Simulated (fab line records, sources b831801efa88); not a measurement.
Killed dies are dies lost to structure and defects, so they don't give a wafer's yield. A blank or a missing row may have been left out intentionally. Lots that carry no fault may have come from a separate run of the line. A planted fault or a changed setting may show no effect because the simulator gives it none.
2 desks looking at one fault / flow sky130 / what lay behind the numbers comes last; until then each desk has only its own

DESK OF THE TOOL OWNER: plasma-asher-03
The tool's own readings at SKY_LI_CONTACT_STRIP_16 (strips in O2/N2): means of the sampled wafers that have a number, for each lot that ran on this tool. A lot is out of limits, marked OUT, if its mean lies more than 4 standard deviations from the usual mean; the brackets give that distance.
Columns: A = drypump-motor-current-A at SKY_LI_CONTACT_STRIP_16, usual 5.8 A; B = oes-product-au at SKY_LI_CONTACT_STRIP_16, usual 0.376 a.u.; C = strip-time-to-endpoint-s at SKY_LI_CONTACT_STRIP_16, usual 3.493 s
lot=L741; first seen here=day 29 18:14; A=6.0; B=0.377; C=3.451
lot=L743; first seen here=day 30 15:08; A=5.7; B=0.374; C=3.486
lot=L745; first seen here=day 31 02:44; A=5.5; B=0.379; C=3.498
lot=L749; first seen here=day 32 21:44; A=6.1; B=0.381; C=3.517
lot=L753; first seen here=day 33 15:20; A=5.9; B=0.373; C=3.487
lot=L754; first seen here=day 34 02:52; A=5.7; B=0.382; C=3.510
This desk's finding: nothing out of limits on any of the 6 lots.

AT THE METROLOGY DESK
Lot by lot, what the gauges showed, no matter which tool ran the lot: averages of those sampled wafers that carry a number. A lot is out of limits, marked OUT, if its mean lies more than 4 standard deviations from the usual mean; the brackets give that distance.
Columns: A = CONTACT_BOW at SKY_CONTACT_BOW_MEAS_05, usual 81 um; B = METAL2_OVL at SKY_METAL2_OVL_MEAS_16, usual 2 nm
lot=L739; first seen here=day 30 05:26; A=85; B=-1
lot=L740; first seen here=day 30 18:50; A=79; B=10
lot=L741; first seen here=day 31 00:59; A=78; B=8
lot=L742; first seen here=day 31 08:28; A=89; B=8
lot=L743; first seen here=day 31 21:24; A=84; B=-2
lot=L744; first seen here=day 32 06:22; A=78; B=-3
lot=L745; first seen here=day 32 12:06; A=82; B=5
lot=L747; first seen here=day 33 03:56; A=71; B=7
lot=L749; first seen here=day 34 01:01; A=78; B=-2
lot=L753; first seen here=day 34 19:52; A=78; B=8
lot=L754; first seen here=day 35 07:23; A=87; B=-2
lot=L758; first seen here=day 36 16:40; A=81; B=-2
lot=L762; first seen here=day 37 08:57; A=79; B=5
This desk's finding: nothing out of limits on any of the 13 lots.

ALL TOGETHER
Nothing out of limits was seen by the tool owner's desk.
Metrology desk: nothing out of limits seen.

WHAT THE SIMULATOR HAD PUT IN
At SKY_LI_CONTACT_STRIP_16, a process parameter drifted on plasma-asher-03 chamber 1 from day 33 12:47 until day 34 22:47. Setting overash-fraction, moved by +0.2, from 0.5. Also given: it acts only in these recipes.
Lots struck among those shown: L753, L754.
